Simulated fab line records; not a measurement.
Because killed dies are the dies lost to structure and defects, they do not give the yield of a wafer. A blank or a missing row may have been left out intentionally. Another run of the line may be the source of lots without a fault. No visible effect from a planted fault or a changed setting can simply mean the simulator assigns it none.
fab line records	flow sky130
[record] lots = 6	wafers = 16	last_day = 50
route steps=708 shown POLY_GATE@219 PAD_OPEN@708
lots with no fault: from the same line, run without faults
start_h: start of the lot's first displayed wafer, in hours after the record's first day	wait_h: time in hours since the lot's previous step	" unchanged from the row above	L1.1+2: several wafers, shown together as one row	- either no value or no given start	* or withheld: withheld	< > ~ a bound
route shown NAME@n: NAME is a module with steps in the file, n the number in the route of the first one	usual: mean/standard deviation of fault-free wafers	same: alike in all rows	chamber/n: place in a boat	sites: each site's reading	_std_site: their standard deviation	_edge_site: outer sites' mean less inner sites'	radius_mm: how far each site lies from the wafer's centre	mask NAME#n: copy n	behind: the tool/chamber that last shaped the wafer	hold: what put the lot on hold/how long, in hours/how the hold closed	device: the n, p or np transistor that did not switch	end of line: tests run on the same wafers once the route is complete	a step with no rows: only its recipe	killed: not the wafer's yield, but the dies lost to structure and defects at the first sort	map: a wafer's dies, x killed, . not, _ none there
set.NAME: the run value of the setting; set.NAME@STEP: its run value at that earlier step	model.NAME: the simulator's own value behind a step, which no gauge read
lots seen at some steps along the route; tables by step, rows by wafer
services: the hour from which a tool's chamber was out of use, counted from the record's first day as start_h (under 0 if before that day), plus the number of hours and why
[[steps]]
[step SKY_POLY_GATE_DEHYDRATE_05]
[recipe] temp_c = 200	time_s = 60
[step SKY_POLY_GATE_HMDS_06]
[recipe] prime_time_s = 60	prime_temp_c = 120
[step SKY_POLY_GATE_COAT_07]
[recipe] resist = BARC	temp_c = withheld	time_s = withheld	spin_rpm = 3000	resist_thk_nm = 110
[step SKY_POLY_GATE_COAT_08]
[recipe] resist = KrF-thick	spin_rpm = 3000	resist_thk_nm = 450
[step SKY_POLY_GATE_SOFTBAKE_09]
[recipe] temp_c = 100	time_s = 90	resist = KrF-thick
[step SKY_POLY_GATE_EXPOSE_10]
[recipe] mask_id = P1M	na = 0.68	source_shape = conventional	sigma_outer = 0.6	target_cd_nm = 150	dose_mj = 28
[step SKY_POLY_GATE_PEB_11]
[recipe] peb_temp_c = withheld	peb_time_s = withheld	resist = KrF-thick
[step SKY_POLY_GATE_DEVELOP_12]
[recipe] develop_time_s = 60	resist = KrF-thick	dev_temp_c = 21
[step SKY_POLY_GATE_CD_MEAS_13]
[recipe] target_cd_nm = 150
[usual] cd_nm = 149.9/1.3
lot.wafer	tool	chamber	start_h	wait_h	cd_nm
L228.1	cd_sem-01	-	376.46	-	150.4
L228.2	"	-	"	"	150.8
L228.4	"	-	"	"	149.8
L233.2	cd_sem-02	-	419.05	-	150.8
L233.3	"	-	"	"	152.2
L233.4	"	-	"	"	152.6
L234.1	cd_sem-02	-	429.07	-	149.8
L234.2	"	-	"	"	150.1
L238.3	cd_sem-01	-	466.97	-	149.5
L238.5	"	-	"	"	150.9
L243.1	cd_sem-02	-	509.52	-	151.5
L243.2	"	-	"	"	151.6
L243.3	"	-	"	"	151.9
L249.1	cd_sem-02	-	559.47	-	150.5
L249.2	"	-	"	"	150.4
L249.6	"	-	"	"	150.7
[step SKY_POLY_GATE_OVL_MEAS_14]
[usual] POLY_GATE_OVL = -2/5.7
lot.wafer	tool	chamber	start_h	wait_h	POLY_GATE_OVL[nm]
L228.1	overlay-02	-	376.58	0.1	-10
L228.2	"	-	"	"	-6
L228.4	"	-	"	"	-9
L233.2	overlay-02	-	419.16	0.1	-1
L233.3	"	-	"	"	-10
L233.4	"	-	"	"	-1
L234.1	overlay-02	-	429.19	0.1	-5
L234.2	"	-	"	"	-6
L238.3	overlay-02	-	467.07	0.1	-11
L238.5	"	-	"	"	-4
L243.1	overlay-02	-	509.64	0.1	1
L243.2	"	-	"	"	5
L243.3	"	-	"	"	5
L249.1	overlay-02	-	559.59	0.1	-17
L249.2	"	-	"	"	-11
L249.6	"	-	"	"	-11
[step SKY_POLY_GATE_ETCH_15]
[recipe] chemistry = N2/H2	target = BARC	ion_energy_ev = 200	source_w = 500	bias_w = 100	pressure_mtorr = 30	n2_flow_sccm = 100	h2_flow_sccm = 200	stop_on = SiO2	time_s = 118.5	target_depth_a = 1100
[usual] drypump_motor_current_A = 5.7/0.5	oes_product_au = 0.715/0.0047	run_length_s = 146.93/0.3	throttle_valve_pct = 13.211/0.0089
lot.wafer	tool	chamber	start_h	wait_h	drypump_motor_current_A	oes_product_au	rf_hours_counter_h	run_length_s	throttle_valve_pct
L228.1	rie_diel-03	3	376.62	0.0	6.0	0.713	113	147.07	13.211
L228.2	"	1	"	"	6.3	0.713	78	146.54	13.200
L228.4	"	0	"	"	5.6	0.712	4	146.96	13.209
L233.2	rie_diel-01	2	419.19	0.0	6.3	0.711	66	146.96	13.210
L233.3	"	0	"	"	5.7	0.708	63	146.84	13.206
L233.4	"	1	"	"	6.2	0.721	96	146.79	13.215
L234.1	rie_diel-03	3	429.23	0.0	6.0	0.713	1	146.69	13.211
L234.2	"	1	"	"	6.3	0.715	79	146.81	13.196
L238.3	rie_diel-03	1	467.09	0.0	6.3	0.705	80	146.75	13.204
L238.5	"	3	"	"	6.0	0.717	-	146.45	13.220
L243.1	rie_diel-04	0	509.68	0.0	6.3	0.714	42	147.25	13.211
L243.2	"	1	"	"	5.6	0.715	8	147.19	13.215
L243.3	"	3	"	"	5.1	0.722	7	147.59	13.219
L249.1	rie_diel-03	3	559.63	0.0	6.0	0.707	3	146.54	13.219
L249.2	"	2	"	"	4.8	0.715	5	147.17	13.210
L249.6	"	2	"	"	4.8	0.726	-	146.79	13.220
[step SKY_POLY_GATE_ETCH_16]
[recipe] stop_on = poly-Si	chemistry = CH3F/O2	target = Si3N4	source_w = 400	bias_w = 80	pressure_mtorr = 25	ch3f_flow_sccm = 40	O2_flow_sccm = 30	time_s = 147.5	target_depth_a = 750
[usual] ch3f_flow_sccm = 40.02/0.12	drypump_motor_current_A = 5.7/0.5	oes_product_au = 0.640/0.0051	run_length_s = 176.0/0.35	throttle_valve_pct = 10.535/0.0084
lot.wafer	tool	chamber	start_h	wait_h	ch3f_flow_sccm	drypump_motor_current_A	oes_product_au	rf_hours_counter_h	run_length_s	throttle_valve_pct
L228.1	rie_diel-03	3	376.70	0.0	40.13	6.0	0.637	113	175.5	10.536
L228.2	"	1	"	"	40.02	6.3	0.646	78	175.5	10.538
L228.4	"	0	"	"	40.00	5.6	0.633	4	175.6	10.529
L233.2	rie_diel-01	2	419.27	0.0	40.02	6.3	0.644	66	176.2	10.543
L233.3	"	0	"	"	40.21	5.7	0.645	63	175.6	10.541
L233.4	"	1	"	"	40.11	6.2	0.646	96	176.4	10.539
L234.1	rie_diel-03	3	429.31	0.0	40.00	6.0	0.645	1	175.8	10.539
L234.2	"	1	"	"	40.00	6.3	0.647	79	175.5	10.549
L238.3	rie_diel-03	1	467.17	0.0	40.12	6.3	0.639	80	175.5	10.530
L238.5	"	3	"	"	39.89	6.0	0.640	-	175.6	10.535
L243.1	rie_diel-04	0	509.76	0.0	40.07	6.3	0.639	42	176.3	10.534
L243.2	"	1	"	"	39.84	5.6	0.639	8	176.0	10.541
L243.3	"	3	"	"	39.81	5.0	0.642	7	176.4	10.538
L249.1	rie_diel-03	3	559.71	0.0	40.13	6.0	0.641	3	175.4	10.542
L249.2	"	2	"	"	40.07	4.8	0.641	5	175.8	10.520
L249.6	"	2	"	"	40.01	4.8	0.648	-	175.8	10.533
[step SKY_POLY_GATE_ETCH_17]
[recipe] target_depth_nm = 180	stop_on = SiO2	over_etch_frac = 0.56667	chemistry = HBr/Cl2	target = poly-Si	icp_w = 400	bias_w = 100	pressure_mtorr = 10	HBr_flow_sccm = 150	Cl2_flow_sccm = 50	time_s = 70.5
[usual] drypump_motor_current_A = 5.9/0.4	oes_product_au = 0.989/0.0082	run_length_s = 98.8/0.53	throttle_valve_pct = 33.685/0.0089
lot.wafer	tool	chamber	start_h	wait_h	drypump_motor_current_A	oes_product_au	rf_hours_counter_h	run_length_s	throttle_valve_pct	model.KrF-thick_of_POLY_GATE_COAT_08.thk_nm	model.SiO2_of_SONOS_ONO_CVD_04.thk_nm
L228.1	rie_si-01	1	376.80	0.0	6.2	0.983	3	98.1	33.685	137.5	4.242
L228.2	"	2	"	"	5.8	0.991	3	98.6	33.680	136.4	4.264
L228.4	"	3	"	"	6.4	0.998	4	99.3	33.672	133.2	4.313
L233.2	rie_si-02	3	419.37	0.0	5.5	1.003	33	99.4	33.693	136.6	4.265
L233.3	"	0	"	"	5.3	1.000	1	98.8	33.688	135.8	4.191
L233.4	"	1	"	"	5.7	0.985	2	98.8	33.695	134.4	4.221
L234.1	rie_si-01	0	429.41	0.0	5.5	0.921	4	107.0	33.679	135.8	4.078
L234.2	"	3	"	"	6.4	0.986	5	99.1	33.685	140.6	4.362
L238.3	rie_si-01	0	467.27	0.0	5.5	0.932	4	106.2	33.682	133.9	4.004
L238.5	"	2	"	"	5.8	0.992	-	98.4	33.677	138.9	4.241
L243.1	rie_si-02	3	509.86	0.0	5.5	0.988	33	98.8	33.682	130.1	4.05
L243.2	"	1	"	"	5.7	0.988	3	99.0	33.690	142	4.21
L243.3	"	0	"	"	5.4	0.976	2	98.7	33.691	139.3	4.074
L249.1	rie_si-02	1	559.81	0.0	5.7	1.006	3	99.0	33.682	141.6	4.369
L249.2	"	0	"	"	5.3	0.986	2	98.5	33.690	137.2	4.344
L249.6	"	1	"	"	5.7	0.992	-	99.4	33.693	136.6	4.448
[step SKY_POLY_GATE_STRIP_18]
[recipe] chemistry = O2/N2	power_w = 1400	pressure_mtorr = 1500	platen_temp_c = withheld	o2_flow_sccm = 3000	n2_flow_sccm = 300	overash_fraction = 0.5
[usual] drypump_motor_current_A = 5.7/0.36	oes_product_au = 0.359/0.005	strip_time_to_endpoint_s = 3.14/0.047
[same] overash_fraction = 0.5
lot.wafer	tool	chamber	start_h	wait_h	drypump_motor_current_A	oes_product_au	rf_hours_counter_h	strip_time_to_endpoint_s
L228.1	plasma_asher-04	0	376.85	0.0	4.8	0.367	67	3.14
L228.2	"	1	"	"	5.9	0.358	67	3.14
L228.4	"	1	"	"	5.9	0.363	-	3.08
L233.2	plasma_asher-01	1	419.43	0.0	5.9	0.359	30	3.11
L233.3	"	1	"	"	6.0	0.351	-	3.10
L233.4	"	0	"	"	5.9	0.355	-	3.10
L234.1	plasma_asher-04	1	429.47	0.0	5.9	0.361	72	3.14
L234.2	"	0	"	"	4.8	0.363	72	3.20
L238.3	plasma_asher-02	1	467.36	0.1	5.6	0.357	-	3.11
L238.5	"	0	"	"	6.0	0.362	-	3.15
L243.1	plasma_asher-01	1	509.91	0.0	5.9	0.354	39	3.06
L243.2	"	0	"	"	5.9	0.357	39	3.19
L243.3	"	1	"	"	5.9	0.355	-	3.16
L249.1	plasma_asher-02	0	559.86	0.0	6.0	0.366	72	3.20
L249.2	"	1	"	"	5.6	0.355	72	3.13
L249.6	"	1	"	"	5.6	0.363	-	3.15
[step SKY_PAD_OPEN_PROBE_99]
[usual] killed_at_M0_to_M3 = 43/6.4	killed_at_M4_up = 2.8/1.7	killed_at_contacts = 24/5.5	killed_at_front_end = 15/4	killed_at_other = 0.3/0.54	killed_dies = 86/9.1	killed_open = 47/6.6	killed_short = 39/6.2
[same] gross_dies = 492	killed_at_back_side = 0
lot.wafer	tool	chamber	start_h	wait_h	killed_at_M0_to_M3	killed_at_M4_up	killed_at_contacts	killed_at_front_end	killed_at_other	killed_dies	killed_open	killed_short
L228.1	prober-02	-	1081.55	0.1	47	3	30	11	0	91	57	34
L228.2	prober-02	-	1081.60	0.1	49	2	30	16	0	97	52	45
L228.4	prober-02	-	1081.70	0.2	45	3	26	17	0	91	43	48
L233.2	prober-02	-	1110.08	0.1	44	2	19	11	0	76	47	29
L233.3	prober-02	-	1110.13	0.2	38	2	18	14	1	73	39	34
L233.4	prober-02	-	1110.18	0.2	43	3	28	8	1	83	45	38
L234.1	prober-01	-	1115.59	0.1	42	3	25	18	0	88	47	41
L234.2	prober-01	-	1115.64	0.1	48	0	26	19	1	94	52	42
L238.3	prober-01	-	1137.42	0.2	42	4	22	14	0	82	43	39
L238.5	prober-01	-	1137.52	0.2	38	5	24	19	0	86	55	31
L243.1	prober-02	-	1165.74	0.1	46	5	25	12	0	88	45	43
L243.2	prober-02	-	1165.79	0.1	49	3	26	11	1	90	44	46
L243.3	prober-02	-	1165.84	0.2	38	2	18	13	0	71	40	31
L249.1	prober-02	-	1193.18	0.1	38	2	25	20	0	85	43	42
L249.2	prober-02	-	1193.23	0.1	37	4	21	14	0	76	40	36
L249.6	prober-02	-	1193.43	0.2	39	1	19	12	1	72	42	30
// killed by level:class
L228.1 LI_CONTACT:geometric_particle:open=12 CONTACT:geometric_particle:open=11 VIA3:geometric_particle:open=10 VIA1:geometric_particle:short=8 VIA1:geometric_particle:open=7 METAL1:geometric_particle:short=5 VIA2:geometric_particle:open=4 CONTACT:geometric_particle:short=4
L228.2 CONTACT:geometric_particle:open=10 VIA2:geometric_particle:open=8 VIA1:geometric_particle:open=7 VIA3:geometric_particle:open=7 LI_CONTACT:geometric_particle:open=6 METAL1:geometric_particle:short=6 VIA3:geometric_particle:short=6 LOCAL_INTERCONNECT:geometric_particle:short=5
L228.4 CONTACT:geometric_particle:open=10 VIA1:geometric_particle:open=9 VIA3:geometric_particle:open=7 CONTACT:geometric_particle:short=6 FIELD_ISO:geometric_particle:short=5 POLY_GATE:geometric_particle:short=5 METAL1:geometric_particle:short=5 VIA1:geometric_particle:short=5
L233.2 VIA1:geometric_particle:open=11 VIA2:geometric_particle:open=7 CONTACT:geometric_particle:open=6 VIA3:geometric_particle:open=6 LI_CONTACT:geometric_particle:open=5 FIELD_ISO:geometric_particle:open=4 METAL2:geometric_particle:short=4 LOCAL_INTERCONNECT:geometric_particle:short=3
L233.3 VIA1:geometric_particle:open=7 VIA2:geometric_particle:open=7 VIA3:geometric_particle:open=6 LI_CONTACT:geometric_particle:open=5 METAL1:geometric_particle:short=5 LI_CONTACT:geometric_particle:short=4 CONTACT:geometric_particle:open=4 METAL2:geometric_particle:short=4
L233.4 CONTACT:geometric_particle:open=11 VIA1:geometric_particle:open=9 LI_CONTACT:geometric_particle:open=7 VIA2:geometric_particle:open=6 METAL1:geometric_particle:short=6 METAL2:geometric_particle:short=6 CONTACT:geometric_particle:short=5 METAL3:geometric_particle:short=5
L234.1 VIA1:geometric_particle:open=10 LI_CONTACT:geometric_particle:open=8 METAL1:geometric_particle:short=8 VIA1:geometric_particle:short=7 FIELD_ISO:geometric_particle:open=6 VIA3:geometric_particle:open=6 FIELD_ISO:geometric_particle:short=5 CONTACT:geometric_particle:short=5
L234.2 VIA1:geometric_particle:open=13 CONTACT:geometric_particle:open=11 METAL1:geometric_particle:short=9 POLY_GATE:geometric_particle:short=7 VIA3:geometric_particle:open=7 LI_CONTACT:geometric_particle:open=6 METAL2:geometric_particle:short=5 POLY_GATE:geometric_particle:open=4
L238.3 VIA1:geometric_particle:open=13 LI_CONTACT:geometric_particle:open=9 VIA2:geometric_particle:open=7 POLY_GATE:geometric_particle:short=6 CONTACT:geometric_particle:open=5 METAL4:geometric_particle:short=4 CONTACT:geometric_particle:short=4 METAL1:geometric_particle:short=4
L238.5 CONTACT:geometric_particle:open=14 VIA3:geometric_particle:open=9 VIA1:geometric_particle:open=8 VIA2:geometric_particle:open=7 FIELD_ISO:geometric_particle:short=6 POLY_GATE:geometric_particle:open=4 FIELD_ISO:geometric_particle:open=3 LOCAL_INTERCONNECT:geometric_particle:short=3
L243.1 CONTACT:geometric_particle:open=8 VIA1:geometric_particle:open=8 VIA3:geometric_particle:open=8 VIA1:geometric_particle:short=7 VIA2:geometric_particle:open=6 CONTACT:geometric_particle:short=6 METAL1:geometric_particle:short=5 FIELD_ISO:geometric_particle:short=4
L243.2 CONTACT:geometric_particle:open=13 VIA1:geometric_particle:short=11 METAL2:geometric_particle:short=10 VIA3:geometric_particle:open=6 LI_CONTACT:geometric_particle:open=5 VIA2:geometric_particle:open=5 VIA1:geometric_particle:open=5 CONTACT:geometric_particle:short=4
L243.3 LI_CONTACT:geometric_particle:open=9 METAL2:geometric_particle:short=8 VIA1:geometric_particle:open=8 CONTACT:geometric_particle:open=5 METAL2:geometric_particle:open=4 FIELD_ISO:geometric_particle:open=4 METAL1:geometric_particle:short=4 VIA2:geometric_particle:open=4
L249.1 CONTACT:geometric_particle:open=8 VIA2:geometric_particle:open=7 FIELD_ISO:geometric_particle:open=6 LI_CONTACT:geometric_particle:open=6 LOCAL_INTERCONNECT:geometric_particle:short=5 VIA1:geometric_particle:open=5 METAL3:geometric_particle:short=5 POLY_GATE:geometric_particle:short=4
L249.2 LI_CONTACT:geometric_particle:open=7 VIA1:geometric_particle:open=7 CONTACT:geometric_particle:short=6 VIA3:geometric_particle:open=6 FIELD_ISO:geometric_particle:short=5 VIA2:geometric_particle:open=5 CONTACT:geometric_particle:open=4 METAL3:geometric_particle:short=4
L249.6 VIA1:geometric_particle:open=9 VIA3:geometric_particle:open=7 LI_CONTACT:geometric_particle:open=6 METAL2:geometric_particle:short=6 CONTACT:geometric_particle:open=5 FIELD_ISO:geometric_particle:open=4 CONTACT:geometric_particle:short=4 POLY_GATE:geometric_particle:open=3
[[services]]
tool	chamber	start_h	hours	kind
rie_diel-01	-	358.35	0.6	repair
rie_diel-04	-	367.42	1.1	repair
rie_si-02	-	370.04	14.6	pm
plasma_asher-04	-	384.03	1.0	repair
rie_diel-03	3	386.91	-	clean
rie_diel-03	3	386.91	17.1	scheduled_down
rie_diel-03	3	386.91	17.1	vent_cycle
rie_diel-01	3	390.54	3.0	repair
rie_diel-04	0	394.53	5.5	repair
rie_si-01	1	408.70	1.5	repair
plasma_asher-02	-	419.14	0.8	repair
plasma_asher-01	-	420.99	1.3	repair
rie_diel-04	1	424.37	3.4	repair
rie_si-01	1	427.74	5.4	repair
rie_diel-04	1	433.87	4.6	repair
rie_diel-04	2	434.32	3.5	repair
rie_si-01	1	451.37	7.2	repair
plasma_asher-01	-	488.50	1.9	repair
rie_diel-04	-	515.70	2.8	pm
rie_diel-04	2	527.51	5.9	repair
rie_diel-01	-	527.52	2.8	pm
rie_diel-01	0	533.95	11.8	repair
rie_si-02	-	544.43	2.1	repair
rie_diel-03	1	558.66	-	clean
[[key]]
[first_sign] step = SKY_POLY_GATE_ETCH_17	reading = run_length_s	direction = up	sigmas = 15	usual = *	struck = *
[effect] step = SKY_POLY_GATE_ETCH_17	reading = oes_product_au	direction = down	sigmas = 7.6	usual = 0.989	struck = 0.927
[model_effect] step = SKY_POLY_GATE_ETCH_17	value = KrF-thick_of_POLY_GATE_COAT_08.thk_nm	without = 143.9	struck = 134.8
met_at SKY_POLY_GATE_ETCH_17
struck_wafers L234.1,L238.3
tester_left_out L234,L238
onset_between 376.80 429.41
[fault] kind = process_parameter_drift	tool = rie_si-01	chamber = -	onset_h = 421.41	steps = SKY_POLY_GATE_ETCH_17	channel = time_s	offset = *	shape = step	end_h = 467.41	scope = struck_wafers_only	acts_in = *	stated = *
// tester_left_out: of these lots the tester's yield and bins aren't shown, on N5 and GAA mostly nor the transistor test; their killed dies are dies lost to structure and defects alone, not to doping, threshold or leakage, so they don't give the yield
